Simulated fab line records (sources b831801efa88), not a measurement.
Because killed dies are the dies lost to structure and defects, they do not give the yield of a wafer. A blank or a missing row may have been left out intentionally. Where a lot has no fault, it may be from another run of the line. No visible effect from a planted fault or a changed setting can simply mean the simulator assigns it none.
A lot that was struck, set against a sound lot | flow sky130 | 37 steps out of a route of 708
Sound: the wafers L386.1, L386.3, L386.5. Struck: wafers L377.1, L377.3. (L377.2 of the same lot was not struck and is left out.) The cause comes at the end.
At each step with rows: each side's tool, then ch and its chambers, then its first start. Under that, the readings that differ: sound wafers | struck wafers | difference of the means | sigmas: that difference in standard deviations of wafers without a fault.
alike: readings with means less than 2 such deviations apart, plus words and numbers identical on both sides. not compared: withheld readings, readings lacking a value on some wafer, bounds such as >300 that could conceal the same value, and numbers that have no deviation in the record and whose values overlap.
Wherever a step has rows on one side only, a row that says differs or no value, or a row with sigmas, the two part there. Non-overlapping numbers with no deviation appear without sigmas and do not part them. Lack of a reading on every wafer of one side parts them only where that side has two or more wafers.

first, 10 steps without rows for these wafers: SKY_VIA3_ETCH_15 (etches SiO2 in C4F8/O2/Ar, stops on TiN, target depth 507 nm, time 78 s); SKY_VIA3_STRIP_16 (strips in O2/N2); SKY_VIA3_STRIP_17 (strips in post etch residue remover, time 1200 s); SKY_VIA3_CLEAN_18 (cleans in IPA, time 180 s); SKY_VIA3_CLEAN_19 (cleans in O3/DIW); SKY_VIA3_SPUTTER_20 (material TiN, target thk 20 nm, time 80 s); SKY_VIA3_CVD_21 (deposits W, target thk 390 nm, time 117.31 s); SKY_VIA3_CMP_24 (polishes, stops on SiO2, t overpolish 20 s, target thk 0 nm); SKY_METAL4_SPUTTER_00 (material Ti, target thk 15 nm, time 10 s); SKY_METAL4_SPUTTER_01 (material TiN, target thk 20 nm, time 16.7 s).
SKY_METAL4_SPUTTER_02: material AlCu, target thk 735 nm, time 39.1 s.
  sound on pvd_sputter-02, day 46 02:55; struck on pvd_sputter-02, day 43 19:12
  reading                                     | sound             | struck    | difference | sigmas
  model.AlCu_of_METAL4_SPUTTER_02.thk_nm (nm) | 749.2 729.9 742.8 | 820 814.1 | +76        |
  alike: chamber_pressure_pa, throttle_valve_pct
then, 24 steps without rows for these wafers: SKY_METAL4_SPUTTER_03 (material Ti, target thk 5 nm, time 3.3 s); SKY_METAL4_SPUTTER_04 (material TiN, target thk 70 nm, time 58.3 s); SKY_CAP2M_CVD_00 (deposits SiO2, target thk 15.5 nm); SKY_CAP2M_SPUTTER_02 (material TiN, target thk 200 nm, time 166.7 s); SKY_CAP2M_DEHYDRATE_05 (time 60 s); SKY_CAP2M_HMDS_06 (prime time 60 s); SKY_CAP2M_COAT_07 (resist thk 1140 nm); SKY_CAP2M_SOFTBAKE_08 (time 60 s); SKY_CAP2M_EXPOSE_09 (exposes mask CAP2M, target cd 1000 nm); SKY_CAP2M_PEB_10; SKY_CAP2M_DEVELOP_11 (develop time 60 s); SKY_CAP2M_METAL_ETCH_13 (etches TiN in Cl2/BCl3, stops on SiO2, target depth 220 nm, time 62.9 s); SKY_CAP2M_STRIP_14 (strips in O2/N2); SKY_CAP2M_STRIP_15 (strips in post etch residue remover, time 1200 s); SKY_CAP2M_CLEAN_16 (cleans in IPA, time 180 s); SKY_CAP2M_CLEAN_17 (cleans in O3/DIW); SKY_METAL4_DEHYDRATE_05 (time 60 s); SKY_METAL4_HMDS_06 (prime time 60 s); SKY_METAL4_COAT_07 (resist thk 60 nm); SKY_METAL4_COAT_08 (resist thk 1140 nm); SKY_METAL4_SOFTBAKE_09 (time 90 s); SKY_METAL4_EXPOSE_10 (exposes mask MM4, target cd 300 nm); SKY_METAL4_PEB_11; SKY_METAL4_DEVELOP_12 (develop time 60 s).
SKY_METAL4_METAL_ETCH_18: etches the open film in Cl2/BCl3, stops on SiO2, target depth 845 nm, time 183.1 s.
  sound on rie_metal-02 ch 0,1, day 47 21:14; struck on rie_metal-03 ch 1, day 45 15:26
  reading               | sound             | struck      | difference | sigmas
  oes_product_au (a.u.) | 0.871 0.860 0.874 | 0.913 0.919 | +0.048     | +7
  alike: chamber_pressure_mTorr, drypump_motor_current_A, throttle_valve_pct
  not compared: rf_hours_counter_h
-- the record jumps here: 3 days lie between the struck wafers' starts before and after (it left off in module METAL4 and takes up again in module PAD_OPEN, whose first step shown is number 708 of the route) --
SKY_PAD_OPEN_PROBE_99:
  sound on prober-02, day 51 00:42; struck on prober-01, day 49 02:55
  reading                      | sound                   | struck          | difference | sigmas
  killed_at_front_end          | 7 14 14                 | 24 21           | +11        | +2
  model.etest.met4.line_ohm_um | 0.1432 0.1469 0.1426    | 0.1255 0.1269   | -0.0180    |
  model.etest.met4.rs_ohm_sq   | 0.04192 0.04266 0.04228 | 0.03815 0.03852 | -0.00395   |
  alike: defect_limited_yield, killed_at_M0_to_M3, killed_at_M4_up, killed_at_contacts, killed_at_other, killed_dies, killed_open, killed_short

== WHERE THEY PART ==
Earliest at SKY_METAL4_METAL_ETCH_18; latest, in this record, at SKY_PAD_OPEN_PROBE_99.

WHY: the cause the simulator had injected
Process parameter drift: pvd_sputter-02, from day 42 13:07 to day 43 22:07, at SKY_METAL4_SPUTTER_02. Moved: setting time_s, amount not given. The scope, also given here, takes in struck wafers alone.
